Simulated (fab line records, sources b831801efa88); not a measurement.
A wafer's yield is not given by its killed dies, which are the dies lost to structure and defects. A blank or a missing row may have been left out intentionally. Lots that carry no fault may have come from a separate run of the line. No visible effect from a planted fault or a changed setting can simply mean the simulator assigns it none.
Which tool is to blame? :: flow sky130 :: 11 lots, 32 wafers sampled, at 5 steps of a route of 708

## WHAT THE GAUGES SHOWED, per wafer
SKY_SD_P_CD_MEAS_07: target cd 380 nm.
lot: L452
measured: day 25 12:04
on: cdSem-01
cdNm (nm): 381.2 381.2 380.1

lot: L455
measured: day 26 13:37
on: cdSem-01
cdNm (nm): 366.4 368.5 366.6 368.1

lot: L464
measured: day 29 21:18
on: cdSem-01
cdNm (nm): 378.7 377.4 380.0

lot: L465
measured: day 30 02:49
on: cdSem-01
cdNm (nm): 376.2 375.6 377.2

lot: L466
measured: day 30 12:39
on: cdSem-01
cdNm (nm): 384.4 385.3 382.4

lot: L467
measured: day 30 20:54
on: cdSem-02
cdNm (nm): 381.0 382.2 379.6

lot: L469
measured: day 31 19:56
on: cdSem-01
cdNm (nm): 382.0 381.0 379.1

lot: L470
measured: day 32 07:37
on: cdSem-01
cdNm (nm): 382.3 381.6 385.3

lot: L473
measured: day 32 13:10
on: cdSem-01
cdNm (nm): 380.5 382.5 384.7

lot: L474
measured: day 32 22:21
on: cdSem-02
cdNm (nm): 380.3 379.5 381.0

lot: L475
measured: day 33 02:58
on: cdSem-01
cdNm (nm): 379.2 379.3 376.6

## WHAT TOOL EACH LOT RAN ON (gives the tool, then ch and the chambers of the sampled wafers, and finally the start)
lot: L452
SKY_POLY_GATE_ETCH_15: rieDiel-01 ch 1,2, day 16 09:26
SKY_POLY_GATE_ETCH_16: rieDiel-01 ch 1,2, day 16 09:31
SKY_LDD_LDN_STRIP_12: plasmaAsher-01 ch 0,1, day 22 21:51
SKY_SD_P_EXPOSE_04: ilineStepper-01 ch 0, day 24 21:23

lot: L455
SKY_POLY_GATE_ETCH_15: rieDiel-01 ch 0,2, day 17 09:52
SKY_POLY_GATE_ETCH_16: rieDiel-01 ch 0,2, day 17 09:57
SKY_LDD_LDN_STRIP_12: plasmaAsher-04 ch 0, day 24 00:40
SKY_SD_P_EXPOSE_04: ilineStepper-02 ch 0, day 25 23:10

lot: L464
SKY_POLY_GATE_ETCH_15: rieDiel-02 ch 0,2, day 21 01:32
SKY_POLY_GATE_ETCH_16: rieDiel-02 ch 0,2, day 21 01:37
SKY_LDD_LDN_STRIP_12: plasmaAsher-03 ch 0,1, day 27 10:30
SKY_SD_P_EXPOSE_04: ilineStepper-02 ch 0, day 29 07:41

lot: L465
SKY_POLY_GATE_ETCH_15: rieDiel-02 ch 0,1,3, day 21 06:17
SKY_POLY_GATE_ETCH_16: rieDiel-02 ch 0,1,3, day 21 06:22
SKY_LDD_LDN_STRIP_12: plasmaAsher-01 ch 0,1, day 27 15:49
SKY_SD_P_EXPOSE_04: ilineStepper-02 ch 0, day 29 12:57

lot: L466
SKY_POLY_GATE_ETCH_15: rieDiel-02 ch 0,2,3, day 21 19:07
SKY_POLY_GATE_ETCH_16: rieDiel-02 ch 0,2,3, day 21 19:12
SKY_LDD_LDN_STRIP_12: plasmaAsher-04 ch 0,1, day 28 02:50
SKY_SD_P_EXPOSE_04: ilineStepper-02 ch 0, day 29 22:56

lot: L467
SKY_POLY_GATE_ETCH_15: rieDiel-01 ch 0,3, day 22 03:02
SKY_POLY_GATE_ETCH_16: rieDiel-01 ch 0,3, day 22 03:07
SKY_LDD_LDN_STRIP_12: plasmaAsher-04 ch 0,1, day 28 11:56
SKY_SD_P_EXPOSE_04: ilineStepper-01 ch 0, day 30 07:20

lot: L469
SKY_POLY_GATE_ETCH_15: rieDiel-02 ch 0,1,2, day 23 04:35
SKY_POLY_GATE_ETCH_16: rieDiel-02 ch 0,1,2, day 23 04:40
SKY_LDD_LDN_STRIP_12: plasmaAsher-01 ch 0,1, day 29 11:28
SKY_SD_P_EXPOSE_04: ilineStepper-02 ch 0, day 31 05:55

lot: L470
SKY_POLY_GATE_ETCH_15: rieDiel-04 ch 0,1,3, day 23 17:58
SKY_POLY_GATE_ETCH_16: rieDiel-04 ch 0,1,3, day 23 18:04
SKY_LDD_LDN_STRIP_12: plasmaAsher-01 ch 0,1, day 29 21:40
SKY_SD_P_EXPOSE_04: ilineStepper-02 ch 0, day 31 17:59

lot: L473
SKY_POLY_GATE_ETCH_15: rieDiel-02 ch 0,1,2, day 23 21:32
SKY_POLY_GATE_ETCH_16: rieDiel-02 ch 0,1,2, day 23 21:37
SKY_LDD_LDN_STRIP_12: plasmaAsher-01 ch 0,1, day 30 03:03
SKY_SD_P_EXPOSE_04: ilineStepper-02 ch 0, day 31 23:55

lot: L474
SKY_POLY_GATE_ETCH_15: rieDiel-01 ch 1,2, day 24 10:59
SKY_POLY_GATE_ETCH_16: rieDiel-01 ch 1,2, day 24 11:04
SKY_LDD_LDN_STRIP_12: plasmaAsher-01 ch 0,1, day 30 14:37
SKY_SD_P_EXPOSE_04: ilineStepper-02 ch 0, day 32 09:37

lot: L475
SKY_POLY_GATE_ETCH_15: rieDiel-04 ch 0,1,3, day 24 14:25
SKY_POLY_GATE_ETCH_16: rieDiel-04 ch 0,1,3, day 24 14:31
SKY_LDD_LDN_STRIP_12: plasmaAsher-01 ch 0,1, day 30 18:25
SKY_SD_P_EXPOSE_04: ilineStepper-01 ch 0, day 32 13:35
- SKY_POLY_GATE_ETCH_15: etches BARC in N2/H2, stops on SiO2, time 118.5 s, target depth 110 nm.
- SKY_POLY_GATE_ETCH_16: etches Si3N4 in CH3F/O2, stops on poly-Si, time 147.5 s, target depth 75 nm.
- SKY_LDD_LDN_STRIP_12: strips in O2/N2.
- SKY_SD_P_EXPOSE_04: exposes mask PSDM, target cd 380 nm.

## THE ANSWER, worked out from the rows above alone
Rule: the usual values come from the lots themselves. The widest of any qualifying gaps counts: lots, ordered by their means at a reading, are off when they make up no more than a third of the lots, leave a main group of 4 or more, and stand apart from it by 3 or more times the standard deviation of that group's means. If all means in a main group match to the digits the tables above print for the reading, that group is not used. Also off: a lot with no number at a reading for which 4 or more lots have one. The other lots that the step has rows for count as sound.
Off at SKY_SD_P_CD_MEAS_07 (cdNm): L455. For the main group the mean is 380.6 nm and the standard deviation 2.2.
A tool fits if, at a process step before that reading, it ran every lot that is off, and no sound lot after the first of them. Gauges at SKY_SD_P_CD_MEAS_07: tried the same way as those tools. Of those tried, none fits.

## WHAT THE SIMULATOR HAD PUT IN
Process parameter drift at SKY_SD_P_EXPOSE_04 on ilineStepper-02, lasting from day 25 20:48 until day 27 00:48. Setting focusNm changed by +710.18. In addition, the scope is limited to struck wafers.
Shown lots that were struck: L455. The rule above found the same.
